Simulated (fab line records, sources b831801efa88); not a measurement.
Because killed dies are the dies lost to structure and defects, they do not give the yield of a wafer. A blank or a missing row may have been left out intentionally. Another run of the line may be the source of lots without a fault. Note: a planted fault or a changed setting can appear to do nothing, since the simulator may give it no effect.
Which tool did it? || flow sky130 || 33 wafers from 11 lots sampled at 5 of the route's 708 steps

WHAT EACH GAUGE READ, for each wafer
SKY_VT_ADJUST_LVTN_TW_MEAS_21.
{"lot": "L647", "measured": "day 7 16:58", "on": "filmMetro-04", "VT_ADJUST_LVTN_2_TW": "191.0 191.0 191.0"}
{"lot": "L648", "measured": "day 8 01:22", "on": "filmMetro-04", "VT_ADJUST_LVTN_2_TW": "189.9 189.1 189.1"}
{"lot": "L649", "measured": "day 8 10:02", "on": "filmMetro-04", "VT_ADJUST_LVTN_2_TW": "189.0 189.1 188.9"}
{"lot": "L651", "measured": "day 8 18:59", "on": "filmMetro-01", "VT_ADJUST_LVTN_2_TW": "185.4 184.9 185.2"}
{"lot": "L652", "measured": "day 8 22:23", "on": "filmMetro-01", "VT_ADJUST_LVTN_2_TW": "184.6 185.5 185.1"}
{"lot": "L653", "measured": "day 9 06:17", "on": "filmMetro-03", "VT_ADJUST_LVTN_2_TW": "189.5 188.0 187.5"}
{"lot": "L654", "measured": "day 9 12:43", "on": "filmMetro-03", "VT_ADJUST_LVTN_2_TW": "187.0 187.1 187.1"}
{"lot": "L657", "measured": "day 10 10:22", "on": "filmMetro-01", "VT_ADJUST_LVTN_2_TW": "186.4 185.4 184.7"}
{"lot": "L658", "measured": "day 10 18:58", "on": "filmMetro-04", "VT_ADJUST_LVTN_2_TW": "191.0 191.2 191.9"}
{"lot": "L662", "measured": "day 11 18:32", "on": "filmMetro-04", "VT_ADJUST_LVTN_2_TW": "189.5 190.2 190.2"}
{"lot": "L666", "measured": "day 12 22:14", "on": "filmMetro-04", "VT_ADJUST_LVTN_2_TW": "190.2 191.5 189.9"}

SKY_GATE_OXIDE_THK_MEAS_02.
{"lot": "L647", "measured": "day 12 10:43", "on": "filmMetro-01", "GATE_OXIDE_OXIDATION_00_THK (nm)": "10.22 9.91 10.00"}
{"lot": "L648", "measured": "day 12 22:15", "on": "filmMetro-02", "GATE_OXIDE_OXIDATION_00_THK (nm)": "10.29 10.50 10.34"}
{"lot": "L649", "measured": "day 13 06:58", "on": "filmMetro-02", "GATE_OXIDE_OXIDATION_00_THK (nm)": "10.38 10.30 10.42"}
{"lot": "L651", "measured": "day 14 00:13", "on": "filmMetro-01", "GATE_OXIDE_OXIDATION_00_THK (nm)": "10.31 10.45 10.40"}
{"lot": "L652", "measured": "day 13 22:31", "on": "filmMetro-02", "GATE_OXIDE_OXIDATION_00_THK (nm)": "10.44 10.49 10.64"}
{"lot": "L653", "measured": "day 14 15:16", "on": "filmMetro-04", "GATE_OXIDE_OXIDATION_00_THK (nm)": "10.45 10.39 10.41"}
{"lot": "L654", "measured": "day 15 01:29", "on": "filmMetro-04", "GATE_OXIDE_OXIDATION_00_THK (nm)": "10.26 10.14 10.27"}
{"lot": "L657", "measured": "day 15 21:51", "on": "filmMetro-01", "GATE_OXIDE_OXIDATION_00_THK (nm)": "10.22 10.17 10.24"}
{"lot": "L658", "measured": "day 16 09:24", "on": "filmMetro-02", "GATE_OXIDE_OXIDATION_00_THK (nm)": "10.48 10.27 10.17"}
{"lot": "L662", "measured": "day 17 14:11", "on": "filmMetro-01", "GATE_OXIDE_OXIDATION_00_THK (nm)": "7.92 7.77 7.86 7.90 7.84 7.86"}
{"lot": "L666", "measured": "day 18 22:34", "on": "filmMetro-01", "GATE_OXIDE_OXIDATION_00_THK (nm)": "7.62 7.81 7.50 7.67 7.84 7.57"}

SKY_RES_PROTECT_TW_MEAS_08.
{"lot": "L647", "measured": "day 14 16:53", "on": "filmMetro-03", "POLY_GATE_TW": "4074 4077 4078"}
{"lot": "L648", "measured": "day 15 05:47", "on": "filmMetro-03", "POLY_GATE_TW": "4028 3999 4029"}
{"lot": "L649", "measured": "day 15 16:29", "on": "filmMetro-01", "POLY_GATE_TW": "3985 3977 3975"}
{"lot": "L651", "measured": "day 16 12:08", "on": "filmMetro-04", "POLY_GATE_TW": "4141 4120 4140"}
{"lot": "L652", "measured": "day 16 08:08", "on": "filmMetro-03", "POLY_GATE_TW": "4014 4025 4040"}
{"lot": "L653", "measured": "day 17 01:51", "on": "filmMetro-03", "POLY_GATE_TW": "4000 4027 4050"}
{"lot": "L654", "measured": "day 17 13:05", "on": "filmMetro-04", "POLY_GATE_TW": "4134 4133 4105"}
{"lot": "L657", "measured": "day 18 11:41", "on": "filmMetro-03", "POLY_GATE_TW": "4045 4058 4065"}
{"lot": "L658", "measured": "day 19 00:20", "on": "filmMetro-01", "POLY_GATE_TW": "4014 3983 3963"}
{"lot": "L662", "measured": "day 20 05:41", "on": "filmMetro-01", "POLY_GATE_TW": "3939 3940 3979"}
{"lot": "L666", "measured": "day 21 14:35", "on": "filmMetro-04", "POLY_GATE_TW": "4089 4089 4112"}

EACH LOT AND THE TOOL THAT RAN IT (in order: tool; ch and the chambers of the sampled wafers; start)
{"lot": "L647", "SKY_VT_ADJUST_HVTP_STRIP_10": "plasmaAsher-04 ch 0,1, day 6 02:16", "SKY_GATE_OXIDE_OXIDATION_01": "furnace-01 ch 0, day 12 09:18"}
{"lot": "L648", "SKY_VT_ADJUST_HVTP_STRIP_10": "plasmaAsher-02 ch 1, day 6 09:59", "SKY_GATE_OXIDE_OXIDATION_01": "furnace-01 ch 0, day 12 20:50"}
{"lot": "L649", "SKY_VT_ADJUST_HVTP_STRIP_10": "plasmaAsher-03 ch 0,1, day 6 18:41", "SKY_GATE_OXIDE_OXIDATION_01": "furnace-01 ch 0, day 13 05:32"}
{"lot": "L651", "SKY_VT_ADJUST_HVTP_STRIP_10": "plasmaAsher-03 ch 0,1, day 7 03:34", "SKY_GATE_OXIDE_OXIDATION_01": "furnace-02 ch 0, day 13 22:47"}
{"lot": "L652", "SKY_VT_ADJUST_HVTP_STRIP_10": "plasmaAsher-03 ch 0, day 7 06:51", "SKY_GATE_OXIDE_OXIDATION_01": "furnace-01 ch 0, day 13 21:05"}
{"lot": "L653", "SKY_VT_ADJUST_HVTP_STRIP_10": "plasmaAsher-04 ch 0,1, day 7 14:33", "SKY_GATE_OXIDE_OXIDATION_01": "furnace-01 ch 0, day 14 13:50"}
{"lot": "L654", "SKY_VT_ADJUST_HVTP_STRIP_10": "plasmaAsher-02 ch 0,1, day 7 21:02", "SKY_GATE_OXIDE_OXIDATION_01": "furnace-01 ch 0, day 15 00:05"}
{"lot": "L657", "SKY_VT_ADJUST_HVTP_STRIP_10": "plasmaAsher-04 ch 1, day 8 16:17", "SKY_GATE_OXIDE_OXIDATION_01": "furnace-02 ch 0, day 15 20:27"}
{"lot": "L658", "SKY_VT_ADJUST_HVTP_STRIP_10": "plasmaAsher-04 ch 0, day 8 23:51", "SKY_GATE_OXIDE_OXIDATION_01": "furnace-02 ch 0, day 16 07:59"}
{"lot": "L662", "SKY_VT_ADJUST_HVTP_STRIP_10": "plasmaAsher-03 ch 1, day 9 22:04", "SKY_GATE_OXIDE_OXIDATION_01": "furnace-01 ch 0, day 17 12:46"}
{"lot": "L666", "SKY_VT_ADJUST_HVTP_STRIP_10": "plasmaAsher-02 ch 0,1, day 10 21:31", "SKY_GATE_OXIDE_OXIDATION_01": "furnace-01 ch 0, day 18 21:09"}
- SKY_VT_ADJUST_HVTP_STRIP_10: strips in O2/N2.
- SKY_GATE_OXIDE_OXIDATION_01: stabilise 600 s, purge 300 s, target thk 10.268 nm.

AS READ BY THE TOOLS THEMSELVES (means over the sampled wafers that have a number; for cases with no such wafer, the mark the record gives instead)
SKY_VT_ADJUST_HVTP_STRIP_10.
{"lot": "L647", "tool": "plasmaAsher-04", "drypumpMotorCurrentA (A)": 5.1, "oesProductAu (a.u.)": 0.717, "stripTimeToEndpointS (s)": 14.17}
{"lot": "L648", "tool": "plasmaAsher-02", "drypumpMotorCurrentA (A)": 5.6, "oesProductAu (a.u.)": 0.711, "stripTimeToEndpointS (s)": 14.21}
{"lot": "L649", "tool": "plasmaAsher-03", "drypumpMotorCurrentA (A)": 5.8, "oesProductAu (a.u.)": 0.716, "stripTimeToEndpointS (s)": 14.17}
{"lot": "L651", "tool": "plasmaAsher-03", "drypumpMotorCurrentA (A)": 5.6, "oesProductAu (a.u.)": 0.715, "stripTimeToEndpointS (s)": 14.23}
{"lot": "L652", "tool": "plasmaAsher-03", "drypumpMotorCurrentA (A)": 5.5, "oesProductAu (a.u.)": 0.714, "stripTimeToEndpointS (s)": 14.24}
{"lot": "L653", "tool": "plasmaAsher-04", "drypumpMotorCurrentA (A)": 5.1, "oesProductAu (a.u.)": 0.718, "stripTimeToEndpointS (s)": 14.13}
{"lot": "L654", "tool": "plasmaAsher-02", "drypumpMotorCurrentA (A)": 5.7, "oesProductAu (a.u.)": 0.713, "stripTimeToEndpointS (s)": 14.20}
{"lot": "L657", "tool": "plasmaAsher-04", "drypumpMotorCurrentA (A)": 4.9, "oesProductAu (a.u.)": 0.715, "stripTimeToEndpointS (s)": 14.23}
{"lot": "L658", "tool": "plasmaAsher-04", "drypumpMotorCurrentA (A)": 5.4, "oesProductAu (a.u.)": 0.716, "stripTimeToEndpointS (s)": 14.24}
{"lot": "L662", "tool": "plasmaAsher-03", "drypumpMotorCurrentA (A)": 5.9, "oesProductAu (a.u.)": 0.716, "stripTimeToEndpointS (s)": 14.24}
{"lot": "L666", "tool": "plasmaAsher-02", "drypumpMotorCurrentA (A)": 5.7, "oesProductAu (a.u.)": 0.712, "stripTimeToEndpointS (s)": 14.24}

SKY_GATE_OXIDE_OXIDATION_01.
{"lot": "L647", "tool": "furnace-01", "spikeTcBottomC (C)": 914.7, "spikeTcCentreC (C)": 900.7, "spikeTcLowerC (C)": 901.3, "spikeTcTopC (C)": 909.5, "spikeTcUpperC (C)": 899.3, "tubeCenterTempC (C)": 900.04, "tube_center_temp_C_max": 902.4, "zonePowerBottomPct (%)": 27.3, "zonePowerUpperPct (%)": 14.8}
{"lot": "L648", "tool": "furnace-01", "spikeTcBottomC (C)": 914.6, "spikeTcCentreC (C)": 900.7, "spikeTcLowerC (C)": 900.4, "spikeTcTopC (C)": 910.4, "spikeTcUpperC (C)": 899.9, "tubeCenterTempC (C)": 899.98, "tube_center_temp_C_max": 902.3, "zonePowerBottomPct (%)": 27.9, "zonePowerUpperPct (%)": 14.7}
{"lot": "L649", "tool": "furnace-01", "spikeTcBottomC (C)": 912.6, "spikeTcCentreC (C)": 900.9, "spikeTcLowerC (C)": 901.7, "spikeTcTopC (C)": 910.4, "spikeTcUpperC (C)": 899.0, "tubeCenterTempC (C)": 900.05, "tube_center_temp_C_max": 902.5, "zonePowerBottomPct (%)": 27.7, "zonePowerUpperPct (%)": 14.8}
{"lot": "L651", "tool": "furnace-02", "spikeTcBottomC (C)": 919.5, "spikeTcCentreC (C)": 899.2, "spikeTcLowerC (C)": 900.2, "spikeTcTopC (C)": 906.7, "spikeTcUpperC (C)": 897.6, "tubeCenterTempC (C)": 900.02, "tube_center_temp_C_max": 902.7, "zonePowerBottomPct (%)": 28.4, "zonePowerUpperPct (%)": 16.7}
{"lot": "L652", "tool": "furnace-01", "spikeTcBottomC (C)": 915.1, "spikeTcCentreC (C)": 900.8, "spikeTcLowerC (C)": 901.9, "spikeTcTopC (C)": 911.6, "spikeTcUpperC (C)": 898.8, "tubeCenterTempC (C)": 900.11, "tube_center_temp_C_max": 902.7, "zonePowerBottomPct (%)": 27.8, "zonePowerUpperPct (%)": 14.7}
{"lot": "L653", "tool": "furnace-01", "spikeTcBottomC (C)": 914.5, "spikeTcCentreC (C)": 900.8, "spikeTcLowerC (C)": 900.4, "spikeTcTopC (C)": 910.1, "spikeTcUpperC (C)": 899.6, "tubeCenterTempC (C)": 899.96, "tube_center_temp_C_max": 902.0, "zonePowerBottomPct (%)": 27.8, "zonePowerUpperPct (%)": 14.9}
{"lot": "L654", "tool": "furnace-01", "spikeTcBottomC (C)": 914.7, "spikeTcCentreC (C)": 900.8, "spikeTcLowerC (C)": 900.7, "spikeTcTopC (C)": 911.9, "spikeTcUpperC (C)": 898.9, "tubeCenterTempC (C)": 900.04, "tube_center_temp_C_max": 902.3, "zonePowerBottomPct (%)": 27.8, "zonePowerUpperPct (%)": 14.8}
{"lot": "L657", "tool": "furnace-02", "spikeTcBottomC (C)": 919.3, "spikeTcCentreC (C)": 899.9, "spikeTcLowerC (C)": 899.9, "spikeTcTopC (C)": 905.6, "spikeTcUpperC (C)": 897.2, "tubeCenterTempC (C)": 900.09, "tube_center_temp_C_max": 902.3, "zonePowerBottomPct (%)": 28.5, "zonePowerUpperPct (%)": 16.6}
{"lot": "L658", "tool": "furnace-02", "spikeTcBottomC (C)": 918.9, "spikeTcCentreC (C)": 901.7, "spikeTcLowerC (C)": 899.1, "spikeTcTopC (C)": 906.4, "spikeTcUpperC (C)": 897.4, "tubeCenterTempC (C)": 900.04, "tube_center_temp_C_max": 902.4, "zonePowerBottomPct (%)": 28.6, "zonePowerUpperPct (%)": 16.7}
{"lot": "L662", "tool": "furnace-01", "spikeTcBottomC (C)": 889.4, "spikeTcCentreC (C)": 875.1, "spikeTcLowerC (C)": 876.3, "spikeTcTopC (C)": 886.8, "spikeTcUpperC (C)": 873.6, "tubeCenterTempC (C)": 875.08, "tube_center_temp_C_max": 877.5, "zonePowerBottomPct (%)": 26.0, "zonePowerUpperPct (%)": 14.0}
{"lot": "L666", "tool": "furnace-01", "spikeTcBottomC (C)": 889.9, "spikeTcCentreC (C)": 876.1, "spikeTcLowerC (C)": 876.7, "spikeTcTopC (C)": 886.5, "spikeTcUpperC (C)": 874.1, "tubeCenterTempC (C)": 875.13, "tube_center_temp_C_max": 877.6, "zonePowerBottomPct (%)": 26.1, "zonePowerUpperPct (%)": 13.8}

THE ANSWER, worked out from the rows above alone
Rule: usual is defined by the lots themselves. Put in order of their means at a reading, lots are off if they are a third of the lots or fewer, leave a main group of 4 or more, and stand apart from it by a gap of 3 or more times the standard deviation of the main group's means; of several such gaps the widest counts. A main group whose means are all the same, to the digits that the tables above print for the reading, isn't used. A lot without any number at a reading at which 4 lots or more have one is off too. Where the step has rows for the other lots, those lots are counted as sound. Order of review: gauges by route order, followed by the tools' own readings, for which a lot's mean as printed above is used. The first step at which some lot is off is used, and at that step the reading that is off furthest; a lot without a number counts as furthest.
Off: L662, L666, seen at SKY_GATE_OXIDE_THK_MEAS_02 (GATE_OXIDE_OXIDATION_00_THK). For the main group the mean is 10.32 nm and the standard deviation 0.13.
If a tool, at a process step before that reading, ran all the lots that are off and no sound lot after the first of them, it fits. The gauges at SKY_GATE_OXIDE_THK_MEAS_02 aren't tried: what is off there is off at SKY_GATE_OXIDE_OXIDATION_01 too, on other tools, and a gauge's error can't cause that. One fits: furnace-01 at SKY_GATE_OXIDE_OXIDATION_01. Its last sound lot is L654 (day 15 00:05), its first lot that is off L662 (day 17 12:46): a fault that began between those two fits.
The tool's own readings at SKY_GATE_OXIDE_OXIDATION_01 bear it out: on the lots that are off they differ by more than 5 times the standard deviation of the sound lots' means. spikeTcBottomC reads 889.6 C there against 916.0 C on the sound lots; spikeTcCentreC reads 875.6 C there against 900.6 C on the sound lots; spikeTcLowerC reads 876.5 C there against 900.6 C on the sound lots; spikeTcTopC reads 886.6 C there against 909.2 C on the sound lots; spikeTcUpperC reads 873.9 C there against 898.6 C on the sound lots; tubeCenterTempC reads 875.11 C there against 900.04 C on the sound lots; tube_center_temp_C_max reads 877.5 there against 902.4 on the sound lots.

WHAT WAS PUT IN BY THE SIMULATOR
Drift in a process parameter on furnace-01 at SKY_GATE_OXIDE_OXIDATION_01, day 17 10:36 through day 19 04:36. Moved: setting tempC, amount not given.
Struck lots among those shown: L662, L666. The rule above found the same.
